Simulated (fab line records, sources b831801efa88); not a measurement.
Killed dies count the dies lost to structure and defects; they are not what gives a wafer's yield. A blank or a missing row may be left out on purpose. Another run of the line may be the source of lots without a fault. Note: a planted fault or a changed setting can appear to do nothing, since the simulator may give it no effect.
fab line records	flow sky130
record lots=10	wafers=30	last-day=52
route steps=708 shown VIA3@594 METAL4@601 CAP2M@605 PAD_OPEN@708
lots that met no fault: taken from a fault-free run of the same line
start-h: hours from the record's first day to the start of the lot's first wafer shown	wait-h: hours from the lot's prior step to this one	" identical to the entry in the row above	L1.1+2: a single row standing in for several wafers	- no value, or no start was given	* or withheld: withheld	< > ~ a bound
route shown NAME@n: NAME is a module with steps in the file, n the number in the route of the first one	usual: mean and standard deviation over wafers with no fault	same: alike in all rows	chamber/n: place in a boat	sites: each site's reading	_std_site: the values' standard deviation	_edge_site: inner sites' mean taken away from outer sites' mean	radius-mm: for every site, how far away it sits from the centre of the wafer	mask NAME#n: copy n	behind: the most recent tool/chamber to have shaped the wafer	hold: what put the lot on hold/how long, in hours/how the hold closed	device: the transistor (n, p or np) that didn't switch	end of line: tests run on the same wafers once the route is complete	for a step that has no rows: nothing shown but its recipe	killed: at the first sort, the dies lost to defects and structure; wafer yield is something else	map: a wafer's dies, x killed, . not, _ none there
set.NAME: the setting the step ran with; set.NAME@STEP: the setting that earlier step ran with	model.NAME: the simulator's own value behind a step, which no gauge read
route steps across a sampled set of lots; one table per step, one row per wafer
services: a tool's chamber out of use, with start hour (start-h, from the record's first day; less than 0 if before it), hours out, and reason
## steps
# step SKY_VIA3_CVD_21
# recipe material=W	target-thk-nm=390	time-s=117.31	temp-c=400	pressure-torr=40
# usual heater-power-w=845/95
# same time-s=117.31
lot.wafer	tool	chamber	start-h	wait-h	heater-power-w
L645.2	cvd-w-01	0	987.79	0.0	998
L645.3	"	0	"	"	986
L645.6	"	1	"	"	741
L646.2	cvd-w-02	0	988.94	0.0	773
L646.4	"	1	"	"	886
L646.6	"	0	"	"	783
L647.1	cvd-w-01	0	991.38	0.0	981
L647.2	"	1	"	"	730
L647.3	"	0	"	"	980
L651.2	cvd-w-01	1	992.07	0.0	723
L651.4	"	0	"	"	994
L651.6	"	1	"	"	748
L653.2	cvd-w-02	0	1000.79	0.0	777
L653.3	"	0	"	"	770
L653.6	"	0	"	"	775
L659.3	cvd-w-02	0	1123.83	0.1	792
L659.4	"	1	"	"	876
L659.5	"	0	"	"	769
L658.1	cvd-w-01	0	1126.11	0.0	967
L658.3	"	1	"	"	754
L658.4	"	0	"	"	1012
L663.4	cvd-w-02	1	1126.72	0.1	884
L663.5	"	0	"	"	787
L663.6	"	1	"	"	926
L665.1	cvd-w-02	1	1128.67	0.0	884
L665.3	"	1	"	"	877
L665.4	"	0	"	"	784
L664.1	cvd-w-02	0	1129.19	0.0	778
L664.2	"	1	"	"	889
L664.4	"	1	"	"	884
# step SKY_VIA3_CMP_24
# recipe stop-on=SiO2	t-overpolish-s=20	down-force-psi=3.5	platen-rpm=60	target-thk-nm=0	pad-velocity-m-s=0.94248
# usual motor-current-A=11.4/0.93	overpolish-run-s=20.000/0.0095	slurry-flow-ml-min=150.0/0.53	time-to-endpoint-s=95/6.4
lot.wafer	tool	chamber	start-h	wait-h	motor-current-A	overpolish-run-s	slurry-flow-ml-min	time-to-endpoint-s
L645.2	cmp-02	0	988.14	0.1	10.1	20.011	149.0	100
L645.3	"	2	"	"	12.4	20.003	150.0	93
L645.6	"	0	"	"	10.5	19.995	149.9	97
L646.4	cmp-01	2	989.24	0.0	12.5	19.986	149.7	101
L646.2	"	1	"	"	9.6	19.980	150.0	89
L646.6	"	3	"	"	11.3	19.992	150.5	90
L647.1	cmp-01	1	991.68	0.1	10.1	19.999	151.4	89
L647.3	"	2	"	"	13.0	20.005	148.7	106
L647.2	"	0	"	"	12.7	20.008	150.2	98
L651.4	cmp-01	3	992.37	0.0	10.9	20.005	149.9	94
L651.2	"	2	"	"	13.0	20.004	150.6	101
L651.6	"	3	"	"	11.2	19.999	149.5	86
L653.3	cmp-02	3	1001.15	0.1	11.4	19.988	149.7	87
L653.2	"	0	"	"	10.9	19.996	149.7	95
L653.6	"	3	"	"	10.9	19.993	148.9	88
L659.3	cmp-01	2	1124.14	0.1	12.8	20.004	149.5	104
L659.4	"	3	"	"	10.4	19.991	149.5	94
L659.5	"	1	"	"	9.6	20.008	149.5	92
L658.1	cmp-02	0	1126.41	0.1	10.4	19.989	149.7	99
L658.4	"	1	"	"	10.5	20.000	149.9	103
L658.3	"	3	"	"	11.1	20.003	150.2	91
L663.4	cmp-01	3	1127.13	0.2	11.6	19.993	150.0	97
L663.5	"	2	"	"	12.7	19.985	149.8	106
L663.6	"	3	"	"	11.0	20.020	149.6	96
L665.1	cmp-01	0	1128.98	0.1	12.2	19.977	149.8	95
L665.3	"	2	"	"	12.8	19.998	149.9	97
L665.4	"	3	"	"	10.8	20.001	150.0	90
L664.1	cmp-01	1	1129.58	0.1	10.3	20.009	150.1	95
L664.4	"	2	"	"	12.9	20.003	150.2	108
L664.2	"	0	"	"	12.2	20.019	150.1	104
# step SKY_METAL4_SPUTTER_03
# recipe material=Ti	target-thk-nm=5	power-w=3000	time-s=3.3	chamber-pressure-pa=0.4
# usual throttle-valve-pct=29.8/1.2
# same time-s=3.3
lot.wafer	tool	chamber	start-h	wait-h	throttle-valve-pct
L645.2	pvd-sputter-03	-	988.47	0.0	29.4
L645.3	"	-	"	"	30.2
L645.6	"	-	"	"	30.6
L646.2	pvd-sputter-01	-	989.62	0.0	28.6
L646.4	"	-	"	"	29.7
L646.6	"	-	"	"	29.1
L647.1	pvd-sputter-03	-	992.07	0.0	30.2
L647.2	"	-	"	"	29.0
L647.3	"	-	"	"	27.9
L651.2	pvd-sputter-04	-	992.76	0.0	29.5
L651.4	"	-	"	"	30.2
L651.6	"	-	"	"	29.5
L653.2	pvd-sputter-03	-	1001.48	0.0	29.5
L653.3	"	-	"	"	30.2
L653.6	"	-	"	"	28.1
L659.3	pvd-sputter-01	-	1124.48	0.0	28.1
L659.4	"	-	"	"	28.5
L659.5	"	-	"	"	29.4
L658.1	pvd-sputter-01	-	1126.80	0.0	28.8
L658.3	"	-	"	"	29.5
L658.4	"	-	"	"	27.6
L663.4	pvd-sputter-04	-	1127.46	0.0	29.3
L663.5	"	-	"	"	29.8
L663.6	"	-	"	"	29.7
L665.1	pvd-sputter-04	-	1129.36	0.0	29.3
L665.3	"	-	"	"	29.7
L665.4	"	-	"	"	32.7
L664.1	pvd-sputter-01	-	1129.96	0.0	29.1
L664.2	"	-	"	"	30.0
L664.4	"	-	"	"	28.3
# step SKY_CAP2M_SPUTTER_02
# recipe material=TiN	target-thk-nm=200	temp-c=300	power-w=6500	time-s=166.7	chamber-pressure-pa=0.4
# usual throttle-valve-pct=29.5/0.86
lot.wafer	tool	chamber	start-h	wait-h	throttle-valve-pct
L645.2	pvd-sputter-01	-	988.62	0.0	28.6
L645.3	"	-	"	"	29.2
L645.6	"	-	"	"	29.1
L646.2	pvd-sputter-03	-	989.77	0.0	30.1
L646.4	"	-	"	"	29.1
L646.6	"	-	"	"	30.4
L647.1	pvd-sputter-02	-	992.22	0.1	28.5
L647.2	"	-	"	"	30.2
L647.3	"	-	"	"	29.9
L651.2	pvd-sputter-03	-	992.90	0.0	29.3
L651.4	"	-	"	"	28.2
L651.6	"	-	"	"	30.2
L653.2	pvd-sputter-03	-	1001.63	0.0	30.3
L653.3	"	-	"	"	29.4
L653.6	"	-	"	"	29.2
L659.3	pvd-sputter-03	-	1124.64	0.0	28.1
L659.4	"	-	"	"	29.8
L659.5	"	-	"	"	29.0
L658.1	pvd-sputter-02	-	1126.96	0.1	30.5
L658.3	"	-	"	"	29.9
L658.4	"	-	"	"	28.8
L663.4	pvd-sputter-02	-	1127.61	0.0	30.7
L663.5	"	-	"	"	29.9
L663.6	"	-	"	"	28.5
L665.1	pvd-sputter-03	-	1129.51	0.1	29.5
L665.3	"	-	"	"	30.1
L665.4	"	-	"	"	28.2
L664.1	pvd-sputter-02	-	1130.11	0.1	29.7
L664.2	"	-	"	"	30.6
L664.4	"	-	"	"	28.5
# step SKY_CAP2M_RS_MEAS_03
# recipe thk-meas-gauge=four-point-probe	reads=TiN_of_CAP2M_SPUTTER_02
# usual CAP2M_TIN_RS=6.90/0.096
lot.wafer	tool	chamber	start-h	wait-h	CAP2M_TIN_RS[ohm/sq]
L645.2	film-metro-01	-	988.75	0.1	6.86
L645.3	"	-	"	"	6.97
L645.6	"	-	"	"	6.96
L646.2	film-metro-01	-	989.90	0.1	6.84
L646.4	"	-	"	"	6.84
L646.6	"	-	"	"	6.84
L647.1	film-metro-01	-	992.33	0.1	6.84
L647.2	"	-	"	"	6.77
L647.3	"	-	"	"	6.81
L651.2	film-metro-01	-	993.03	0.1	6.84
L651.4	"	-	"	"	6.80
L651.6	"	-	"	"	6.72
L653.2	film-metro-01	-	1001.76	0.1	6.76
L653.3	"	-	"	"	4.74
L653.6	"	-	"	"	4.77
L659.3	film-metro-04	-	1124.79	0.1	6.83
L659.4	"	-	"	"	6.98
L659.5	"	-	"	"	7.06
L658.1	film-metro-04	-	1127.06	0.1	6.89
L658.3	"	-	"	"	6.83
L658.4	"	-	"	"	6.84
L663.4	film-metro-01	-	1127.78	0.1	6.97
L663.5	"	-	"	"	6.97
L663.6	"	-	"	"	6.93
L665.1	film-metro-04	-	1129.62	0.1	7.02
L665.3	"	-	"	"	6.97
L665.4	"	-	"	"	6.74
L664.1	film-metro-01	-	1130.22	0.1	6.86
L664.2	"	-	"	"	6.90
L664.4	"	-	"	"	6.81
# step SKY_CAP2M_THK_MEAS_04
# recipe thk-meas-gauge=xrf	reads=TiN_of_CAP2M_SPUTTER_02
# usual CAP2M_TIN_THK=198.8/2.8
lot.wafer	tool	chamber	start-h	wait-h	CAP2M_TIN_THK[nm]
L645.2	film-metro-01	-	988.86	0.1	198.9
L645.3	"	-	"	"	196.1
L645.6	"	-	"	"	196.8
L646.2	film-metro-01	-	990.01	0.1	200.7
L646.4	"	-	"	"	199.2
L646.6	"	-	"	"	199.8
L647.1	film-metro-01	-	992.45	0.1	199.9
L647.2	"	-	"	"	200.9
L647.3	"	-	"	"	201.3
L651.2	film-metro-01	-	993.14	0.1	199.7
L651.4	"	-	"	"	201.7
L651.6	"	-	"	"	203.7
L653.2	film-metro-01	-	1001.87	0.1	202.6
L653.3	"	-	"	"	286.1
L653.6	"	-	"	"	283.8
L659.3	film-metro-04	-	1124.89	0.1	201.3
L659.4	"	-	"	"	196.7
L659.5	"	-	"	"	194.5
L658.1	film-metro-04	-	1127.18	0.1	199.2
L658.3	"	-	"	"	199.9
L658.4	"	-	"	"	200.6
L663.4	film-metro-01	-	1127.87	0.1	197.0
L663.5	"	-	"	"	196.7
L663.6	"	-	"	"	198.9
L665.1	film-metro-04	-	1129.74	0.1	195.5
L665.3	"	-	"	"	197.2
L665.4	"	-	"	"	204.8
L664.1	film-metro-01	-	1130.34	0.1	201.7
L664.2	"	-	"	"	199.0
L664.4	"	-	"	"	202.2
# step SKY_CAP2M_METAL_ETCH_13
# recipe target-depth-nm=220	stop-on=SiO2	chemistry=Cl2/BCl3	target=TiN	pressure-mtorr=10	icp-w=900	bias-w=48.5	Cl2_flow_sccm=60	bcl3-flow-sccm=30	time-s=62.9
# usual drypump-motor-current-A=5.6/0.31	mfc-cl2-sccm=59.98/0.18	oes-product-au=0.941/0.0086	throttle-valve-pct=21.900/0.01
# same time-s=62.9
lot.wafer	tool	chamber	start-h	wait-h	drypump-motor-current-A	mfc-cl2-sccm	oes-product-au	rf-hours-counter-h	throttle-valve-pct
L645.2	rie-metal-04	1	1013.98	0.0	5.8	59.94	0.944	4	21.906
L645.3	"	0	"	"	5.9	60.03	0.941	-	21.900
L645.6	"	0	"	"	5.9	60.12	0.937	-	21.890
L646.2	rie-metal-01	0	1014.58	0.0	5.1	60.02	0.947	6	21.898
L646.4	"	0	"	"	5.1	60.14	0.949	-	21.900
L646.6	"	0	"	"	5.0	60.11	0.944	-	21.890
L647.1	rie-metal-04	1	1016.73	0.0	5.7	60.04	0.953	4	21.895
L647.2	"	0	"	"	5.9	60.11	0.958	14	21.908
L647.3	"	0	"	"	5.9	60.17	0.947	-	21.891
L651.2	rie-metal-04	0	1017.63	0.0	5.9	59.96	0.953	14	21.911
L651.4	"	0	"	"	5.9	60.30	0.953	-	21.888
L651.6	"	0	"	"	5.9	60.33	0.956	-	21.893
L653.2	rie-metal-01	0	1027.33	0.0	5.1	60.30	0.955	7	21.898
L653.3	"	1	"	"	5.2	59.82	1.010	-	21.852
L653.6	"	1	"	"	5.2	59.93	1.014	-	21.853
L659.3	rie-metal-02	0	1144.81	0.0	5.9	59.68	0.942	-	21.903
L659.4	"	1	"	"	5.5	60.02	0.937	-	21.906
L659.5	"	1	"	"	5.5	60.13	0.932	-	21.913
L658.1	rie-metal-02	1	1146.68	0.0	5.5	59.95	0.932	6	21.878
L658.3	"	0	"	"	5.9	60.24	0.951	-	21.887
L658.4	"	1	"	"	5.5	59.75	0.952	-	21.917
L663.4	rie-metal-02	0	1147.41	0.0	5.9	59.86	0.929	-	21.908
L663.5	"	0	"	"	5.9	60.10	0.946	-	21.922
L663.6	"	1	"	"	5.5	59.79	0.949	-	21.893
L665.1	rie-metal-04	0	1148.13	0.0	5.9	60.09	0.936	23	21.903
L665.3	"	1	"	"	5.7	59.90	0.943	-	21.920
L665.4	"	0	"	"	5.9	60.13	0.952	-	21.906
L664.1	rie-metal-04	0	1149.08	0.0	5.9	59.94	0.939	23	21.900
L664.2	"	1	"	"	5.7	60.12	0.940	13	21.914
L664.4	"	0	"	"	5.9	59.71	0.942	-	21.922
# step SKY_PAD_OPEN_PROBE_99
# usual defect-limited-yield=82.5/1.8	killed_at_M0_to_M3=45/6.3	killed_at_M4_up=2.8/1.6	killed-at-contacts=24/5.1	killed-at-front-end=14/4.4	killed-at-other=0.4/0.73	killed-dies=86/9	killed-on-rim=17/3.8	killed-open=47/7.8	killed-short=39/6.6	sort_bin_3_pad_short=0.8/0.42	sort_bin_5_function=10.3/1.4	sort_bin_6_memory=6.3/1.2	sort-n-pass=406/9	sort-yield-pct=82.5/1.8
# same gross-dies=492	killed-at-back-side=0	sort_bin_4_leakage[%]=0	sort_bin_8_speed[%]=0
lot.wafer	tool	chamber	start-h	wait-h	defect-limited-yield[%]	killed_at_M0_to_M3	killed_at_M4_up	killed-at-contacts	killed-at-front-end	killed-at-other	killed-dies	killed-on-rim	killed-open	killed-short	sort_bin_3_pad_short[%]	sort_bin_5_function[%]	sort_bin_6_memory[%]	sort-n-pass	sort-yield-pct[%]
L645.2	prober-01	-	1135.00	0.1	77.8	67	4	23	15	0	109	27	52	57	2.0	11.8	8.3	383	77.8
L645.3	prober-01	-	1135.05	0.2	85.2	48	4	15	6	0	73	14	26	47	0.6	8.9	5.3	419	85.2
L645.6	prober-01	-	1135.20	0.2	82.9	46	3	22	13	0	84	18	50	33	0.6	10.0	6.5	408	82.9
L646.2	prober-02	-	1135.87	0.1	82.5	47	1	26	11	1	86	24	48	37	0.8	11.0	5.7	406	82.5
L646.4	prober-02	-	1135.97	0.2	83.3	39	3	26	14	0	82	21	33	49	1.8	8.9	5.9	410	83.3
L646.6	prober-02	-	1136.07	0.2	81.5	46	3	31	11	0	91	23	54	37	0.8	8.5	9.1	401	81.5
L647.1	prober-02	-	1138.10	0.1	81.7	47	3	25	15	0	90	17	45	45	1.6	10.6	6.1	402	81.7
L647.2	prober-02	-	1138.15	0.1	80.9	48	4	25	17	0	94	22	43	51	1.6	8.7	8.7	398	80.9
L647.3	prober-02	-	1138.20	0.2	82.1	56	1	24	7	0	88	10	49	39	1.0	11.0	5.9	404	82.1
L651.2	prober-01	-	1139.65	0.1	83.9	45	2	24	8	0	79	16	45	34	0.8	10.4	4.9	413	83.9
L651.4	prober-01	-	1139.75	0.2	81.7	47	4	24	15	0	90	13	43	45	0.4	11.2	6.7	402	81.7
L651.6	prober-01	-	1139.85	0.2	81.5	51	3	26	11	0	91	25	50	40	1.2	11.4	5.9	401	81.5
L653.2	prober-02	-	1145.64	0.1	82.7	47	4	27	7	0	85	16	50	35	0.6	8.9	7.7	407	82.7
L653.3	prober-02	-	1145.69	0.2	0	30	4	26	18	414	492	96	43	35	84.8	10.2	5.1	0	0
L653.6	prober-02	-	1145.84	0.2	0	41	3	28	10	410	492	96	44	38	84.6	10.2	5.3	0	0
L659.3	prober-02	-	1239.49	0.2	85.6	46	3	12	10	0	71	11	35	36	1.0	8.5	4.9	421	85.6
L659.4	prober-02	-	1239.54	0.2	82.7	47	3	25	9	1	85	9	47	37	0.8	11.6	4.9	407	82.7
L659.5	prober-02	-	1239.59	0.2	85.0	43	1	22	8	0	74	13	45	27	0.4	7.9	6.7	418	85.0
L658.1	prober-02	-	1241.16	0.1	82.5	42	2	25	17	0	86	15	47	39	0.8	10.8	5.9	406	82.5
L658.3	prober-02	-	1241.26	0.2	83.3	55	2	14	11	0	82	22	47	35	0.6	9.3	6.7	410	83.3
L658.4	prober-02	-	1241.31	0.2	82.1	41	2	29	15	1	88	29	38	50	1.0	11.6	5.3	404	82.1
L663.4	prober-01	-	1241.58	0.2	83.1	44	1	26	12	0	83	16	50	33	0.4	11.2	5.3	409	83.1
L663.5	prober-01	-	1241.63	0.2	83.1	43	5	20	15	0	83	13	40	43	0.8	10.0	6.1	409	83.1
L663.6	prober-01	-	1241.68	0.2	84.1	40	2	22	14	0	78	15	40	38	0.8	9.3	5.7	414	84.1
L665.1	prober-01	-	1242.66	0.1	80.5	51	0	26	19	0	96	20	45	51	1.0	11.8	6.7	396	80.5
L665.3	prober-01	-	1242.76	0.2	81.5	51	3	16	21	0	91	17	43	47	0.6	10.8	7.1	401	81.5
L665.4	prober-01	-	1242.81	0.2	81.5	47	6	24	14	0	91	20	48	43	0.8	11.6	6.1	401	81.5
L664.1	prober-01	-	1244.16	0.1	84.6	31	2	20	23	0	76	14	42	34	1.2	9.6	4.7	416	84.6
L664.2	prober-01	-	1244.21	0.1	82.7	43	1	25	15	1	85	17	52	33	1.0	9.3	6.9	407	82.7
L664.4	prober-01	-	1244.31	0.2	82.1	41	3	30	14	0	88	17	47	41	1.2	10.8	5.9	404	82.1
# killed by level:class
L645.2 VIA1:geometric-particle:open=15 METAL1:geometric-particle:short=10 METAL2:geometric-particle:short=9 LI_CONTACT:geometric-particle:open=9 VIA2:geometric-particle:open=8 CONTACT:geometric-particle:open=7 VIA1:geometric-particle:short=7 VIA3:geometric-particle:short=6
L645.3 VIA1:geometric-particle:short=7 METAL2:geometric-particle:short=7 VIA2:geometric-particle:open=7 CONTACT:geometric-particle:short=6 VIA3:geometric-particle:open=6 VIA2:geometric-particle:short=5 METAL3:geometric-particle:short=4 LOCAL_INTERCONNECT:geometric-particle:short=4
L645.6 VIA1:geometric-particle:open=13 VIA3:geometric-particle:open=11 CONTACT:geometric-particle:open=11 CONTACT:geometric-particle:short=5 METAL1:geometric-particle:short=5 FIELD_ISO:geometric-particle:short=4 LI_CONTACT:geometric-particle:open=4 VIA1:geometric-particle:short=3
L646.2 VIA1:geometric-particle:open=13 VIA3:geometric-particle:open=8 CONTACT:geometric-particle:open=8 LOCAL_INTERCONNECT:geometric-particle:short=5 CONTACT:geometric-particle:short=5 METAL2:geometric-particle:short=5 VIA3:geometric-particle:short=5 LI_CONTACT:geometric-particle:short=4
L646.4 VIA2:geometric-particle:open=8 CONTACT:geometric-particle:short=8 LOCAL_INTERCONNECT:geometric-particle:short=7 METAL1:geometric-particle:short=7 VIA3:geometric-particle:open=7 FIELD_ISO:geometric-particle:short=5 LI_CONTACT:geometric-particle:short=5 VIA1:geometric-particle:short=5
L646.6 CONTACT:geometric-particle:open=13 LI_CONTACT:geometric-particle:open=11 VIA1:geometric-particle:open=9 METAL3:geometric-particle:short=7 METAL2:geometric-particle:short=6 VIA3:geometric-particle:open=6 POLY_GATE:geometric-particle:short=5 VIA1:geometric-particle:short=5
L647.1 VIA1:geometric-particle:open=11 METAL1:geometric-particle:short=9 CONTACT:geometric-particle:open=8 LOCAL_INTERCONNECT:geometric-particle:short=7 METAL2:geometric-particle:short=7 VIA3:geometric-particle:open=6 LI_CONTACT:geometric-particle:open=6 FIELD_ISO:geometric-particle:short=5
L647.2 VIA3:geometric-particle:open=11 METAL1:geometric-particle:short=9 LOCAL_INTERCONNECT:geometric-particle:short=7 VIA3:geometric-particle:short=7 LI_CONTACT:geometric-particle:open=6 CONTACT:geometric-particle:open=6 VIA2:geometric-particle:short=6 CONTACT:geometric-particle:short=5
L647.3 VIA1:geometric-particle:open=16 CONTACT:geometric-particle:open=9 METAL1:geometric-particle:short=7 VIA2:geometric-particle:open=6 VIA1:geometric-particle:short=6 VIA3:geometric-particle:short=6 METAL2:geometric-particle:short=5 CONTACT:geometric-particle:short=4
L651.2 VIA1:geometric-particle:open=11 LI_CONTACT:geometric-particle:open=7 VIA2:geometric-particle:open=7 METAL1:geometric-particle:short=7 CONTACT:geometric-particle:open=6 LOCAL_INTERCONNECT:geometric-particle:short=5 VIA3:geometric-particle:open=5 CONTACT:geometric-particle:short=4
L651.4 VIA2:geometric-particle:open=12 METAL1:geometric-particle:short=9 LOCAL_INTERCONNECT:geometric-particle:short=7 VIA3:geometric-particle:open=7 CONTACT:geometric-particle:open=6 METAL2:geometric-particle:short=6 LI_CONTACT:geometric-particle:open=5 FIELD_ISO:geometric-particle:open=4
L651.6 VIA2:geometric-particle:open=11 CONTACT:geometric-particle:open=8 VIA1:geometric-particle:open=8 LI_CONTACT:geometric-particle:open=6 VIA3:geometric-particle:short=6 VIA3:geometric-particle:open=6 POLY_GATE:geometric-particle:short=5 LOCAL_INTERCONNECT:geometric-particle:short=5
L653.2 VIA3:geometric-particle:open=14 LI_CONTACT:geometric-particle:open=8 VIA1:geometric-particle:open=8 CONTACT:geometric-particle:open=7 VIA3:geometric-particle:short=6 METAL1:geometric-particle:short=5 LI_CONTACT:geometric-particle:short=4 CONTACT:geometric-particle:short=4
L653.3 CAP2M:area-etch=414 CONTACT:geometric-particle:open=12 VIA1:geometric-particle:open=8 POLY_GATE:geometric-particle:short=7 VIA2:geometric-particle:open=6 VIA3:geometric-particle:open=5 LI_CONTACT:geometric-particle:short=4 CONTACT:geometric-particle:short=4
L653.6 CAP2M:area-etch=410 CONTACT:geometric-particle:open=11 LOCAL_INTERCONNECT:geometric-particle:short=7 VIA2:geometric-particle:open=7 VIA1:geometric-particle:open=7 VIA3:geometric-particle:open=7 METAL3:geometric-particle:short=5 LI_CONTACT:geometric-particle:open=4
L659.3 VIA3:geometric-particle:open=11 VIA1:geometric-particle:open=6 VIA2:geometric-particle:open=6 METAL2:geometric-particle:short=5 METAL1:geometric-particle:short=5 VIA3:geometric-particle:short=5 FIELD_ISO:geometric-particle:short=4 CONTACT:geometric-particle:open=4
L659.4 VIA1:geometric-particle:open=10 LI_CONTACT:geometric-particle:open=9 METAL2:geometric-particle:short=7 VIA3:geometric-particle:open=7 VIA1:geometric-particle:short=6 VIA2:geometric-particle:open=5 LOCAL_INTERCONNECT:geometric-particle:short=4 CONTACT:geometric-particle:short=4
L659.5 VIA3:geometric-particle:open=13 LI_CONTACT:geometric-particle:open=8 VIA2:geometric-particle:open=8 CONTACT:geometric-particle:open=6 VIA1:geometric-particle:open=6 VIA1:geometric-particle:short=5 METAL2:geometric-particle:short=4 LI_CONTACT:geometric-particle:short=3
L658.1 VIA2:geometric-particle:open=9 CONTACT:geometric-particle:open=8 METAL1:geometric-particle:short=7 LOCAL_INTERCONNECT:geometric-particle:short=6 LI_CONTACT:geometric-particle:open=6 VIA3:geometric-particle:open=6 VIA1:geometric-particle:short=5 SPACER:geometric-particle:open=4
L658.3 VIA3:geometric-particle:open=11 VIA1:geometric-particle:open=9 VIA2:geometric-particle:open=7 VIA1:geometric-particle:short=7 METAL2:geometric-particle:short=5 CONTACT:geometric-particle:open=5 LI_CONTACT:geometric-particle:open=4 METAL2:geometric-particle:open=4
L658.4 CONTACT:geometric-particle:open=12 VIA1:geometric-particle:open=11 METAL1:geometric-particle:short=7 CONTACT:geometric-particle:short=6 FIELD_ISO:geometric-particle:short=5 VIA1:geometric-particle:short=5 VIA3:geometric-particle:short=5 POLY_GATE:geometric-particle:short=4
L663.4 CONTACT:geometric-particle:open=12 VIA1:geometric-particle:open=9 VIA2:geometric-particle:open=9 FIELD_ISO:geometric-particle:open=6 LI_CONTACT:geometric-particle:open=6 METAL1:geometric-particle:short=5 METAL2:geometric-particle:short=5 VIA3:geometric-particle:open=4
L663.5 VIA1:geometric-particle:short=12 VIA1:geometric-particle:open=9 VIA3:geometric-particle:open=7 FIELD_ISO:geometric-particle:short=6 CONTACT:geometric-particle:open=6 LI_CONTACT:geometric-particle:short=4 LOCAL_INTERCONNECT:geometric-particle:short=4 FIELD_ISO:geometric-particle:open=3
L663.6 CONTACT:geometric-particle:open=12 CONTACT:geometric-particle:short=6 VIA3:geometric-particle:open=6 VIA1:geometric-particle:open=6 VIA2:geometric-particle:open=6 FIELD_ISO:geometric-particle:short=5 METAL3:geometric-particle:short=5 METAL2:geometric-particle:short=5
L665.1 VIA1:geometric-particle:open=9 VIA2:geometric-particle:open=9 LI_CONTACT:geometric-particle:open=8 LOCAL_INTERCONNECT:geometric-particle:short=8 VIA1:geometric-particle:short=8 FIELD_ISO:geometric-particle:short=6 POLY_GATE:geometric-particle:short=5 METAL2:geometric-particle:short=5
L665.3 VIA2:geometric-particle:open=10 VIA1:geometric-particle:open=9 VIA3:geometric-particle:short=7 LI_CONTACT:geometric-particle:open=6 METAL1:geometric-particle:short=6 FIELD_ISO:geometric-particle:short=5 VIA1:geometric-particle:short=5 METAL2:geometric-particle:short=5
L665.4 VIA1:geometric-particle:open=9 LI_CONTACT:geometric-particle:open=7 CONTACT:geometric-particle:open=7 METAL1:geometric-particle:short=6 CONTACT:geometric-particle:short=6 VIA1:geometric-particle:short=6 FIELD_ISO:geometric-particle:open=5 VIA2:geometric-particle:open=5
L664.1 FIELD_ISO:geometric-particle:open=11 LI_CONTACT:geometric-particle:open=7 CONTACT:geometric-particle:open=7 VIA1:geometric-particle:open=5 FIELD_ISO:geometric-particle:short=4 METAL1:geometric-particle:short=4 VIA2:geometric-particle:open=4 POLY_GATE:geometric-particle:short=3
L664.2 CONTACT:geometric-particle:open=14 VIA1:geometric-particle:open=9 VIA3:geometric-particle:open=8 FIELD_ISO:geometric-particle:open=7 METAL2:geometric-particle:short=7 VIA2:geometric-particle:open=6 CONTACT:geometric-particle:short=4 METAL1:geometric-particle:short=4
L664.4 CONTACT:geometric-particle:open=12 LI_CONTACT:geometric-particle:open=9 VIA2:geometric-particle:open=8 VIA3:geometric-particle:short=7 METAL2:geometric-particle:short=7 FIELD_ISO:geometric-particle:short=5 VIA1:geometric-particle:open=5 VIA3:geometric-particle:open=5
## services
tool	chamber	start-h	hours	kind
cvd-w-02	0	965.64	2.4	repair
pvd-sputter-02	-	980.89	4.8	repair
pvd-sputter-01	-	990.40	2.7	repair
rie-metal-04	-	996.06	2.8	pm
cmp-01	-	1005.91	0.6	repair
cmp-01	-	1006.19	1.1	repair
rie-metal-02	1	1010.18	-	clean
pvd-sputter-02	-	1016.92	1.2	repair
rie-metal-02	-	1017.20	0.5	repair
cmp-01	-	1025.01	0.5	repair
pvd-sputter-03	-	1033.16	2.4	repair
pvd-sputter-04	-	1035.67	1.0	repair
rie-metal-01	-	1038.66	0.5	repair
cvd-w-01	1	1044.79	2.3	repair
pvd-sputter-04	-	1064.81	2.5	repair
rie-metal-04	-	1082.36	14.6	pm
cmp-02	-	1084.15	4.0	pm
cvd-w-02	1	1085.85	21.4	repair
cvd-w-01	-	1087.23	1.0	repair
pvd-sputter-03	-	1102.28	3.6	repair
rie-metal-02	-	1104.26	14.6	pm
pvd-sputter-04	-	1107.19	1.0	repair
cvd-w-01	-	1138.55	0.9	repair
cvd-w-01	1	1140.17	14.7	repair
## key
first-sign step=SKY_CAP2M_RS_MEAS_03	reading=CAP2M_TIN_RS	direction=down	sigmas=22	usual=6.90	struck=4.75
effect step=SKY_CAP2M_THK_MEAS_04	reading=CAP2M_TIN_THK	direction=up	sigmas=31	usual=198.8	struck=284.9
effect step=SKY_CAP2M_METAL_ETCH_13	reading=oes-product-au	direction=up	sigmas=8.3	usual=0.941	struck=1.012
effect step=SKY_PAD_OPEN_PROBE_99	reading=killed-at-other	direction=up	sigmas=99+	usual=0.4	struck=412
more-kills-born-at SKY_CAP2M_METAL_ETCH_13@rie-metal-01=824
met-at SKY_CAP2M_SPUTTER_02
struck-lots L653
struck-wafers L653.3,L653.6
later-rows-left-out L653.3,L653.6
not-acting-at SKY_VIA3_CVD_21,SKY_VIA3_CMP_24,SKY_METAL4_SPUTTER_03
onset-between 992.90 1001.63
fault kind=process-parameter-drift	tool=pvd-sputter-03	chamber=-	onset-h=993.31	steps=SKY_CAP2M_SPUTTER_02	channel=target-thk-nm	offset=83.181	shape=step	end-h=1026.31	scope=struck-wafers-only	acts-in=these-recipes-only	stated=200
# later-rows-left-out: the simulator's readings of these wafers behind a module that went badly wrong aren't trusted and aren't shown, but for the sort
